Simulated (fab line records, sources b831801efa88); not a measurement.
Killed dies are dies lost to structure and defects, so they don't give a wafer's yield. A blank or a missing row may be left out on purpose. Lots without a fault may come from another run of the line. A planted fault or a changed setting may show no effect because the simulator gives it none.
A struck lot beside a sound one | flow sky130 | 34 steps out of a route of 708
Sound: wafers L558.2, L558.3, L558.4. Struck: wafers L549.1, L549.2, L549.4. The cause comes at the end.
At each step with rows: each side's tool, then ch and its chambers, then its first start. Under that, the readings that differ: sound wafers | struck wafers | difference of the means | sigmas: that difference in standard deviations of wafers without a fault.
alike: readings whose means differ by less than 2 such deviations, and words and numbers that are the same on both sides. not compared: withheld readings, readings that some wafer has no value for, bounds like >300 that may hide the same value, and numbers for which the record gives no deviation and whose values overlap.
The two part at a step that has a row with sigmas, a row that says differs or no value, or rows on one side only. Numbers that don't overlap but have no deviation are shown without sigmas and don't part them. A reading that every wafer of one side lacks parts them only if that side has two wafers or more.

first, 7 steps without rows for these wafers: SKY_SONOS_TUNNEL_DEVELOP_06 (develop time 60 s); SKY_SONOS_TUNNEL_IMPLANT_09; SKY_SONOS_TUNNEL_WET_ETCH_10 (etches SiO2 in dHF, target depth 14 nm, time 280 s); SKY_SONOS_TUNNEL_STRIP_11 (strips in SPM, time 600 s); SKY_SONOS_TUNNEL_CLEAN_13 (cleans in dHF, time 20 s); SKY_SONOS_ONO_OXIDATION_00 (stabilise 600 s, purge 300 s, target thk 2.6 nm); SKY_SONOS_ONO_CVD_02 (deposits Si3N4 from DCS/NH3, target thk 10.5 nm, time 180 s).
SKY_SONOS_ONO_CVD_04: deposits SiO2 from SiH4/N2O, target thk 5.7199 nm.
  sound on lpcvd-03 ch 1, day 19 06:35; struck on lpcvd-03 ch 1, day 15 19:43
  reading                                    | sound             | struck            | difference | sigmas
  spike_tc_bottom_C (C)                      | 914.3 915.9 914.6 | 942.7 943.6 942.7 | +28.1      | +16
  spike_tc_centre_C (C)                      | 899.8 900.3 900.5 | 929.3 926.7 929.5 | +28.3      | +28
  spike_tc_lower_C (C)                       | 901.1 897.0 898.6 | 926.0 927.9 927.2 | +28.1      | +20
  spike_tc_top_C (C)                         | 913.0 913.9 913.8 | 939.9 942.1 940.0 | +27.1      | +9
  spike_tc_upper_C (C)                       | 900.2 900.7 900.0 | 928.6 928.2 928.7 | +28.2      | +26
  susceptor_temp_C (C)                       | 899.9 899.4 900.1 | 927.7 927.8 928.4 | +28.2      | +74
  model.SiO2_of_SONOS_ONO_CVD_04.thk_nm (nm) | 5.552 5.603 5.564 | 8.662 8.752 8.707 | +3.134     |
SKY_SONOS_ONO_THK_MEAS_05:
  sound on film_metro-04, day 19 07:51; struck on film_metro-03, day 15 20:58
  reading                   | sound          | struck         | difference | sigmas
  SONOS_ONO_CVD_04_THK (nm) | 5.54 5.66 5.58 | 8.64 8.70 8.70 | +3.09      | +28
then, 23 steps without rows for these wafers: SKY_SONOS_ONO_DEHYDRATE_06 (time 60 s); SKY_SONOS_ONO_HMDS_07 (prime time 60 s); SKY_SONOS_ONO_COAT_08 (resist thk 1140 nm); SKY_SONOS_ONO_SOFTBAKE_09 (time 60 s); SKY_SONOS_ONO_EXPOSE_10 (exposes mask ONOM, target cd 410 nm); SKY_SONOS_ONO_PEB_11; SKY_SONOS_ONO_DEVELOP_12 (develop time 60 s); SKY_SONOS_ONO_ETCH_15 (etches the open film in CHF3/O2, target depth 19.52 nm, time 7.8 s); SKY_SONOS_ONO_WET_ETCH_16 (etches SiO2 in dHF, target depth 14 nm, time 280 s); SKY_SONOS_ONO_STRIP_17 (strips in O2/N2); SKY_SONOS_ONO_WET_ETCH_18 (etches Si3N4 in H3PO4, target depth 15 nm, time 172 s); SKY_GATE_OXIDE_CLEAN_00 (cleans in SC1/SC2, time 150 s); SKY_GATE_OXIDE_OXIDATION_01 (stabilise 600 s, purge 300 s, target thk 10.268 nm); SKY_GATE_OXIDE_DEHYDRATE_03 (time 60 s); SKY_GATE_OXIDE_HMDS_04 (prime time 60 s); SKY_GATE_OXIDE_COAT_05 (resist thk 1140 nm); SKY_GATE_OXIDE_SOFTBAKE_06 (time 60 s); SKY_GATE_OXIDE_EXPOSE_07 (exposes mask LVOM, target cd 600 nm); SKY_GATE_OXIDE_PEB_08; SKY_GATE_OXIDE_DEVELOP_09 (develop time 60 s); SKY_GATE_OXIDE_IMPLANT_11; SKY_GATE_OXIDE_WET_ETCH_12 (etches SiO2 in dHF, target depth 16.8 nm, time 336 s); SKY_GATE_OXIDE_STRIP_13 (strips in O2/N2).
-- the record jumps here: 3 days lie between the struck wafers' starts before and after --
SKY_GATE_OXIDE_CLEAN_15: cleans in SC1/SC2, time 150 s.
  sound on wet_bench-01 ch 3, day 21 23:43; struck on wet_bench-02 ch 2, day 18 09:49
  reading                                    | sound             | struck           | difference | sigmas
  model.SiO2_of_SONOS_ONO_CVD_04.thk_nm (nm) | 4.035 4.079 4.047 | 7.142 7.232 7.19 | +3.134     |
  alike: temp_c
then, 1 step without rows for these wafers: SKY_PAD_OPEN_PROBE_99.

WHERE THEY PART
First at SKY_SONOS_ONO_CVD_04; last, within this record, at SKY_SONOS_ONO_THK_MEAS_05. Later steps at which nothing parts them and some readings are alike: SKY_GATE_OXIDE_CLEAN_15.

WHY: what the simulator had put in
Process parameter drift: lpcvd-03, from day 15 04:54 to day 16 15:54, at SKY_SONOS_ONO_CVD_04. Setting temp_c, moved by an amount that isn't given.
